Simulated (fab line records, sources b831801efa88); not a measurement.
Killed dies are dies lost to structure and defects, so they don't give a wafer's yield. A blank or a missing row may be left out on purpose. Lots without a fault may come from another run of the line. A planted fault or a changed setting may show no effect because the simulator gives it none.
Chamber matching | flow gf180mcu | GF_V1_CMP_26 on cmp-02: 4 sister chambers
The step polishes, stops on SiO2, t overpolish 15 s, target thk 0 nm. 4 wafers are shown with their chamber, then 10 later ones without.

WAFERS WITH THEIR CHAMBER
wafer  | chamber | motor_current_A (A)
L828.1 | 0       | 12.0
L829.1 | 1       | 12.6
L830.2 | 3       | 9.6
L830.4 | 2       | 8.8

WAFERS WITHOUT THEIR CHAMBER
wafer  | motor_current_A (A)
L830.6 | 12.2
L836.1 | 9.9
L836.2 | 12.1
L836.3 | 12.6
L838.2 | 11.7
L838.4 | 9.7
L838.6 | 12.5
L837.2 | 9.4
L837.4 | 12.3
L837.5 | 12.5

WHICH CHAMBER EACH WENT THROUGH
wafer  | from the rows above     | in truth
L830.6 | can't be placed: 0 or 1 | 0
L836.1 | 3                       | 3
L836.2 | 0                       | 0
L836.3 | 1                       | 1
L838.2 | 0                       | 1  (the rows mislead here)
L838.4 | 3                       | 3
L838.6 | 1                       | 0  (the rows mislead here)
L837.2 | 3                       | 3
L837.4 | can't be placed: 1 or 0 | 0
L837.5 | 1                       | 1
Placed correctly: 6 of 10. Can't be placed from these rows: 2 (the true chamber is among the candidates in 2). Placed wrongly: 2.
How it was worked out, from the rows above alone: a wafer's distance from a chamber is the root of the sum, over the readings, of the square of ((its reading less the chamber's mean) divided by the reading's scatter). The wafer belongs to the nearest chamber; if the next one is less than 2 further off, it can't be placed. A chamber's mean is the mean of its shown wafers. The scatter: with one shown wafer a chamber, the root of the mean of the squares of how far each hidden wafer lies from its nearest shown one.
